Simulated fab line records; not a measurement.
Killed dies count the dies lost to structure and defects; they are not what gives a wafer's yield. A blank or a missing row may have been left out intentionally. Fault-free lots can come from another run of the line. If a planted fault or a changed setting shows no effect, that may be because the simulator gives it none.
Which tool did it? ; flow sky130 ; 42 wafers from 14 lots sampled at 6 of the route's 708 steps

WHAT THE GAUGES READ, wafer by wafer
SKY_VIA2_OVL_MEAS_13.
lot;measured;on;VIA2_OVL (nm)
L115;day 36 04:16;overlay-01;0 5 -3
L116;day 36 11:24;overlay-02;2 1 -2
L118;day 37 07:01;overlay-02;7 10 13
L119;day 37 23:34;overlay-01;-4 -5 -8
L122;day 38 09:50;overlay-01;1 -8 -4
L123;day 38 18:25;overlay-02;6 1 13
L124;day 38 22:25;overlay-02;4 7 6
L125;day 39 06:01;overlay-02;7 5 3
L127;day 39 20:11;overlay-02;11 2 -2
L128;day 40 01:40;overlay-01;-3 -1 -4
L129;day 40 12:03;overlay-01;7 6 12
L130;day 40 16:11;overlay-01;2 4 3
L135;day 42 07:50;overlay-01;-7 -11 -13
L138;day 43 04:01;overlay-02;-7 -11 -1

SKY_CAPM_RS_MEAS_03: a four-point-probe measurement.
lot;measured;on;CAPM_TIN_RS (ohm/sq)
L115;day 36 06:09;film metro-04;6.98 6.99 6.94
L116;day 36 13:20;film metro-01;6.95 6.93 6.85
L118;day 37 08:46;film metro-04;6.99 6.90 6.99
L119;day 38 01:23;film metro-02;6.82 6.99 6.90
L122;day 38 11:40;film metro-01;7.00 6.95 7.05
L123;day 38 20:17;film metro-01;6.99 6.98 6.98
L124;day 39 00:10;film metro-04;6.92 6.86 6.94
L125;day 39 07:46;film metro-01;6.90 6.96 6.89
L127;day 39 21:59;film metro-04;6.94 6.94 6.91
L128;day 40 03:26;film metro-01;6.80 6.82 6.76
L129;day 40 14:22;film metro-01;- - -
L130;day 40 17:57;film metro-02;- - -
L135;day 42 09:36;film metro-01;6.87 6.88 6.88
L138;day 43 05:48;film metro-04;6.74 6.83 6.80

SKY_CAPM_THK_MEAS_04: measures by xrf.
lot;measured;on;CAPM_TIN_THK (nm)
L115;day 36 06:16;film metro-04;194.3 194.0 195.0
L116;day 36 13:26;film metro-01;195.7 196.1 199.5
L118;day 37 08:53;film metro-04;194.1 196.2 193.0
L119;day 38 01:30;film metro-02;199.6 194.6 196.7
L122;day 38 11:46;film metro-01;195.1 195.6 193.2
L123;day 38 20:23;film metro-01;195.2 195.3 195.5
L124;day 39 00:17;film metro-04;197.0 199.9 196.0
L125;day 39 07:53;film metro-01;197.6 196.0 198.2
L127;day 39 22:06;film metro-04;196.5 196.4 198.9
L128;day 40 03:33;film metro-01;200.0 199.8 201.6
L129;day 40 14:27;film metro-01;<0.0 <0.0 <0.0
L130;day 40 18:04;film metro-02;<0.0 <0.0 <0.0
L135;day 42 09:43;film metro-01;198.4 197.8 198.5
L138;day 43 05:55;film metro-04;201.7 198.5 199.1

TOOL THAT RAN EACH LOT (tool first, then ch and the chambers of the sampled wafers, then the start)
lot;SKY_VIA2_ETCH_14;SKY_VIA2_CVD_21;SKY_CAPM_SPUTTER_02
L115;rie diel-01 ch 1,2, day 36 04:18;cvd w-01 ch 0, day 36 05:04;pvd sputter-02, day 36 06:03
L116;rie diel-01 ch 0,3, day 36 11:26;cvd w-01 ch 0, day 36 12:16;pvd sputter-02, day 36 13:12
L118;rie diel-03 ch 1,2,3, day 37 07:03;cvd w-02 ch 0,1, day 37 07:49;pvd sputter-02, day 37 08:40
L119;rie diel-01 ch 0,1,3, day 37 23:36;cvd w-02 ch 0,1, day 38 00:26;pvd sputter-01, day 38 01:16
L122;rie diel-04 ch 0,2,3, day 38 09:52;cvd w-02 ch 0,1, day 38 10:40;pvd sputter-02, day 38 11:32
L123;rie diel-01 ch 0,1,2, day 38 18:27;cvd w-01 ch 0,1, day 38 19:13;pvd sputter-02, day 38 20:09
L124;rie diel-04 ch 1,2, day 38 22:27;cvd w-01 ch 0,1, day 38 23:13;pvd sputter-02, day 39 00:04
L125;rie diel-03 ch 0,1,2, day 39 06:03;cvd w-01 ch 0,1, day 39 06:49;pvd sputter-02, day 39 07:40
L127;rie diel-04 ch 1,2,3, day 39 20:13;cvd w-02 ch 0,1, day 39 21:01;pvd sputter-02, day 39 21:52
L128;rie diel-04 ch 1,3, day 40 01:42;cvd w-01 ch 0,1, day 40 02:28;pvd sputter-01, day 40 03:19
L129;rie diel-04 ch 1,2, day 40 12:04;cvd w-01 ch 0,1, day 40 13:23;pvd sputter-03, day 40 14:11
L130;rie diel-04 ch 1,3, day 40 16:13;cvd w-01 ch 1, day 40 16:59;pvd sputter-03, day 40 17:50
L135;rie diel-03 ch 2,3, day 42 07:52;cvd w-01 ch 0,1, day 42 08:38;pvd sputter-02, day 42 09:29
L138;rie diel-04 ch 0,1,2, day 43 04:03;cvd w-01 ch 1, day 43 04:49;pvd sputter-03, day 43 05:40
- SKY_VIA2_ETCH_14: etches BARC in N2/H2, stops on SiO2, time 45.9 s, target depth 60 nm.
- SKY_VIA2_CVD_21: deposits W, target thk 420 nm, time 126.4 s.
- SKY_CAPM_SPUTTER_02: material TiN, target thk 200 nm, time 166.7 s.

AS READ BY THE TOOLS THEMSELVES (means over the sampled wafers that have a number; for cases with no such wafer, the mark the record gives instead)
SKY_VIA2_ETCH_14.
lot;tool;chamber pressure mTorr (mTorr);drypump motor current A (A);oes product au (a.u.);rf fwd power W (W);throttle valve pct (%)
L115;rie diel-01;29.982;5.3;0.852;494.6;13.226
L116;rie diel-01;29.999;6.3;0.851;494.3;13.231
L118;rie diel-03;29.977;5.8;0.854;494.0;13.223
L119;rie diel-01;29.982;5.9;0.857;494.6;13.210
L122;rie diel-04;30.019;5.5;0.854;494.1;13.231
L123;rie diel-01;30.002;5.5;0.851;495.7;13.219
L124;rie diel-04;30.003;5.3;0.857;493.9;13.227
L125;rie diel-03;29.991;5.7;0.855;495.6;13.228
L127;rie diel-04;30.010;5.4;0.850;494.9;13.222
L128;rie diel-04;29.981;4.9;0.852;495.4;13.231
L129;rie diel-04;29.993;5.3;0.852;494.0;13.218
L130;rie diel-04;29.988;5.0;0.853;493.2;13.218
L135;rie diel-03;29.997;6.3;0.853;493.5;13.225
L138;rie diel-04;30.020;5.5;0.857;496.1;13.222

SKY_VIA2_CVD_21.
lot;tool;heater power w (W);susceptor temp C (C)
L115;cvd w-01;685;400.05
L116;cvd w-01;697;399.88
L118;cvd w-02;933;399.84
L119;cvd w-02;928;399.73
L122;cvd w-02;928;399.99
L123;cvd w-01;693;399.91
L124;cvd w-01;708;399.96
L125;cvd w-01;704;399.96
L127;cvd w-02;887;400.13
L128;cvd w-01;718;400.00
L129;cvd w-01;706;399.98
L130;cvd w-01;714;399.90
L135;cvd w-01;712;399.54
L138;cvd w-01;720;399.67

SKY_CAPM_SPUTTER_02.
lot;tool;cathode dc power W (W);chamber pressure pa (Pa);susceptor temp C (C);throttle valve pct (%)
L115;pvd sputter-02;6501.2;0.3996;299.98;29.8
L116;pvd sputter-02;6500.6;0.3995;300.06;30.4
L118;pvd sputter-02;6500.4;0.4002;299.88;30.3
L119;pvd sputter-01;6500.8;0.4001;299.96;30.6
L122;pvd sputter-02;6499.7;0.4000;299.88;30.3
L123;pvd sputter-02;6499.9;0.3999;299.89;30.6
L124;pvd sputter-02;6498.6;0.4003;300.10;30.4
L125;pvd sputter-02;6500.3;0.3999;300.06;30.3
L127;pvd sputter-02;6500.6;0.3995;299.73;30.9
L128;pvd sputter-01;6500.6;0.4005;300.04;30.2
L129;pvd sputter-03;-;-;-;-
L130;pvd sputter-03;-;-;-;-
L135;pvd sputter-02;6500.0;0.3996;300.22;29.7
L138;pvd sputter-03;6500.1;0.4001;299.90;30.7

THE ANSWER, worked out from the rows above alone
Rule: usual is defined by the lots themselves. The widest of any qualifying gaps counts: lots, ordered by their means at a reading, are off when they make up no more than a third of the lots, leave a main group of 4 or more, and stand apart from it by 3 or more times the standard deviation of that group's means. A main group whose means are all the same, to the digits that the tables above print for the reading, isn't used. A lot without any number at a reading at which 4 lots or more have one is off too. All remaining lots with rows at the step are treated as sound. The gauges are gone through in route order, then the tools' own readings, and for those a lot's mean is taken as printed above. The first step at which some lot is off is used, and at that step the reading that is off furthest; a lot without a number counts as furthest.
Off: L129, L130, seen at SKY_CAPM_RS_MEAS_03 (CAPM_TIN_RS). Without a number there: L129, L130. Main group: mean 6.91 ohm/sq, sd 0.064.
A tool fits if, at a process step before that reading, it ran every lot that is off, and no sound lot after the first of them. Not tried: the gauges at SKY_CAPM_RS_MEAS_03; whatever is off there is also off at SKY_CAPM_SPUTTER_02, on other tools, and gauge error can't account for it. No candidate that was tried fits.

WHAT HAD BEEN PUT IN BY THE SIMULATOR
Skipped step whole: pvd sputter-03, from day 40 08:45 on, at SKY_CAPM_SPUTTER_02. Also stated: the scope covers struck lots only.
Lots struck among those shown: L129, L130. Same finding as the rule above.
